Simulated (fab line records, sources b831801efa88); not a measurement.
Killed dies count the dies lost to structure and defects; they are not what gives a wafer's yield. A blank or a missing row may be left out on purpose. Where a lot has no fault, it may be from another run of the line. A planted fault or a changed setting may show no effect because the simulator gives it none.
What tool caused it? -- flow gf180mcu -- Sampling: 12 lots, 36 wafers, 4 of 602 route steps

WHAT EACH GAUGE READ, for each wafer
GF_HV_LDD_OVL_MEAS_47. Usual: HV_LDD_03_OVL gives -1.7 nm (standard deviation 1.5).
lot,measured,on,HV_LDD_03_OVL (nm),flag
L526,day 13 20:18,overlay-02,-1.4 -2.4 -1.2,
L528,day 14 15:23,overlay-02,-2.2 -3.4 -3.5,
L529,day 14 22:41,overlay-01,0.0 -1.5 -0.1,
L530,day 15 04:05,overlay-02,-0.1 -0.7 -2.3,
L531,day 15 15:44,overlay-02,-1.3 -2.1 -2.7,
L532,day 15 21:56,overlay-01,-1.1 0.8 -1.8,
L534,day 16 16:14,overlay-01,0.5 -1.5 -1.3,
L535,day 16 22:47,overlay-02,2.4 -0.1 1.8,
L536,day 17 09:35,overlay-01,-2.3 -1.6 -0.9,
L538,day 17 21:05,overlay-02,-3.8 -3.5 -3.8,
L541,day 18 22:05,overlay-02,-4.0 -3.0 -1.6,
L542,day 19 04:15,overlay-01,0.3 0.0 -1.3,

TOOL THAT RAN EACH LOT (tool first, then ch and the chambers of the sampled wafers, then the start)
lot,GF_LVPWELL_STRIP_10,GF_POLY_GATE_ETCH_12,GF_HV_LDD_STRIP_37
L526,"plasmaAsher-03 ch 0,1, day 4 00:53","rieDiel-03 ch 2,3, day 10 04:45","plasmaAsher-03 ch 0,1, day 12 23:08"
L528,"plasmaAsher-03 ch 1, day 4 15:54","rieDiel-03 ch 0,3, day 10 21:12","plasmaAsher-04 ch 0,1, day 13 17:14"
L529,"plasmaAsher-01 ch 0, day 4 21:01","rieDiel-04 ch 2,3, day 11 05:11","plasmaAsher-03 ch 0,1, day 14 00:31"
L530,"plasmaAsher-01 ch 0,1, day 5 02:26","rieDiel-04 ch 1,2, day 11 11:51","plasmaAsher-03 ch 0,1, day 14 06:32"
L531,"plasmaAsher-01 ch 0,1, day 5 06:13","rieDiel-03 ch 1,3, day 11 22:21","plasmaAsher-02 ch 0,1, day 14 17:17"
L532,"plasmaAsher-03 ch 0,1, day 5 14:16","rieDiel-04 ch 1,2,3, day 12 03:05","plasmaAsher-04 ch 0,1, day 14 23:01"
L534,"plasmaAsher-03 ch 0,1, day 6 01:17","rieDiel-04 ch 1,2, day 12 20:29","plasmaAsher-02 ch 0, day 15 17:39"
L535,"plasmaAsher-03 ch 0,1, day 6 07:28","rieDiel-04 ch 2,3, day 13 01:59","plasmaAsher-03 ch 0,1, day 15 22:52"
L536,"plasmaAsher-01 ch 0,1, day 6 13:38","rieDiel-03 ch 0,2,3, day 13 11:18","plasmaAsher-04 ch 0,1, day 16 09:43"
L538,"plasmaAsher-03 ch 0,1, day 6 23:48","rieDiel-04 ch 0,1,3, day 13 20:59","plasmaAsher-04 ch 0,1, day 16 20:16"
L541,"plasmaAsher-01 ch 1, day 7 15:56","rieDiel-04 ch 0,2,3, day 14 18:09","plasmaAsher-04 ch 0,1, day 17 21:25"
L542,"plasmaAsher-03 ch 0,1, day 7 21:11","rieDiel-03 ch 0,2,3, day 14 23:17","plasmaAsher-02 ch 0,1, day 18 04:04"
- GF_LVPWELL_STRIP_10: strips in O2/N2.
- GF_POLY_GATE_ETCH_12: etches BARC in N2/H2.
- GF_HV_LDD_STRIP_37: strips in O2/N2.

AS READ BY THE TOOLS THEMSELVES (means over the sampled wafers that have a number; for cases with no such wafer, the mark the record gives instead)
GF_LVPWELL_STRIP_10. Usual: drypumpMotorCurrentA 5.8 A, standard deviation 0.53; heaterPowerW 309 W, standard deviation 30; n2FlowSccm 300.0 sccm, standard deviation 0.9; oesProductAu 0.723 a.u., standard deviation 0.0044; stripTimeToEndpointS 36.96 s, standard deviation 0.087.
lot,tool,drypumpMotorCurrentA (A),heaterPowerW (W),n2FlowSccm (sccm),oesProductAu (a.u.),stripTimeToEndpointS (s),flag
L526,plasmaAsher-03,6.0,301,299.8,0.729,36.88,
L528,plasmaAsher-03,6.6,293,300.8,0.722,37.03,
L529,plasmaAsher-01,5.0,313,299.1,0.721,36.92,
L530,plasmaAsher-01,5.2,299,299.8,0.722,36.85,
L531,plasmaAsher-01,5.5,288,299.8,0.726,37.00,
L532,plasmaAsher-03,6.3,299,300.9,0.719,36.93,
L534,plasmaAsher-03,6.1,303,299.0,0.720,36.95,
L535,plasmaAsher-03,6.3,300,299.3,0.720,36.84,
L536,plasmaAsher-01,5.4,296,300.4,0.723,37.09,
L538,plasmaAsher-03,6.1,305,300.3,0.725,36.96,
L541,plasmaAsher-01,5.7,283,299.7,0.722,36.91,
L542,plasmaAsher-03,6.3,298,300.2,0.725,37.01,

GF_POLY_GATE_ETCH_12. Usual: biasW 99.97 W, standard deviation 0.29; drypumpMotorCurrentA 5.7 A, standard deviation 0.39; h2FlowSccm 199.9 sccm, standard deviation 0.58; n2FlowSccm 99.97 sccm, standard deviation 0.3; oesProductAu 0.735 a.u., standard deviation 0.0046; throttleValvePct 13.215 %, standard deviation 0.0098.
lot,tool,biasW (W),drypumpMotorCurrentA (A),h2FlowSccm (sccm),n2FlowSccm (sccm),oesProductAu (a.u.),throttleValvePct (%),flag
L526,rieDiel-03,100.06,5.9,199.6,99.88,0.736,13.220,
L528,rieDiel-03,99.86,5.7,199.5,99.78,0.733,13.216,
L529,rieDiel-04,100.09,5.6,200.1,100.08,0.735,13.217,
L530,rieDiel-04,99.98,5.5,200.1,99.77,0.732,13.217,
L531,rieDiel-03,99.82,5.8,200.3,99.78,0.731,13.214,
L532,rieDiel-04,99.88,5.5,200.0,100.18,0.736,13.227,
L534,rieDiel-04,99.94,5.4,199.6,100.07,0.736,13.219,
L535,rieDiel-04,100.10,5.7,199.7,99.74,0.733,13.212,
L536,rieDiel-03,99.98,6.0,200.4,100.24,0.733,13.209,
L538,rieDiel-04,99.36,5.4,199.5,99.64,0.736,13.212,
L541,rieDiel-04,96.86,5.5,200.4,100.12,0.731,13.218,OFF
L542,rieDiel-03,100.13,6.0,199.6,99.75,0.740,13.215,

GF_HV_LDD_STRIP_37. Usual: drypumpMotorCurrentA 6.0 A, standard deviation 0.32; heaterPowerW 332 W, standard deviation 39; n2FlowSccm 300.2 sccm, standard deviation 0.96; oesProductAu 0.716 a.u., standard deviation 0.0047; stripTimeToEndpointS 12.64 s, standard deviation 0.032.
lot,tool,drypumpMotorCurrentA (A),heaterPowerW (W),n2FlowSccm (sccm),oesProductAu (a.u.),stripTimeToEndpointS (s),flag
L526,plasmaAsher-03,6.3,298,300.4,0.719,12.66,
L528,plasmaAsher-04,5.7,356,300.4,0.715,12.62,
L529,plasmaAsher-03,6.0,303,299.6,0.717,12.60,
L530,plasmaAsher-03,6.0,305,299.8,0.716,12.62,
L531,plasmaAsher-02,6.0,335,301.2,0.718,12.61,
L532,plasmaAsher-04,5.7,355,300.1,0.714,12.60,
L534,plasmaAsher-02,5.9,304,300.3,0.722,12.61,
L535,plasmaAsher-03,6.1,303,301.3,0.716,12.62,
L536,plasmaAsher-04,5.7,340,299.5,0.714,12.66,
L538,plasmaAsher-04,5.8,340,299.9,0.714,12.64,
L541,plasmaAsher-04,5.7,335,301.1,0.718,12.63,
L542,plasmaAsher-02,6.0,332,300.0,0.715,12.60,

THE ANSWER, worked out from the rows above alone
Rule: lot off if the mean of its wafers having a number is beyond 3 standard deviations from the usual mean. A lot without any number at a reading at which 4 lots or more have one is off too. All remaining lots with rows at the step are treated as sound. First the gauges in route order, then the tools' own readings, where a lot's mean is used as printed above. At the first step where some lot is off, the reading lying furthest off is the one used; lots without a number count as furthest.
Off: L541, at GF_POLY_GATE_ETCH_12 (biasW).
If a tool, at that step or one of the process steps before it, ran each lot that is off and ran no sound lot following the first of them, it fits. Can't be told from this: 2 tools fit, plasmaAsher-01 at GF_LVPWELL_STRIP_10, rieDiel-04 at GF_POLY_GATE_ETCH_12.

WHAT THE SIMULATOR HAD PUT IN
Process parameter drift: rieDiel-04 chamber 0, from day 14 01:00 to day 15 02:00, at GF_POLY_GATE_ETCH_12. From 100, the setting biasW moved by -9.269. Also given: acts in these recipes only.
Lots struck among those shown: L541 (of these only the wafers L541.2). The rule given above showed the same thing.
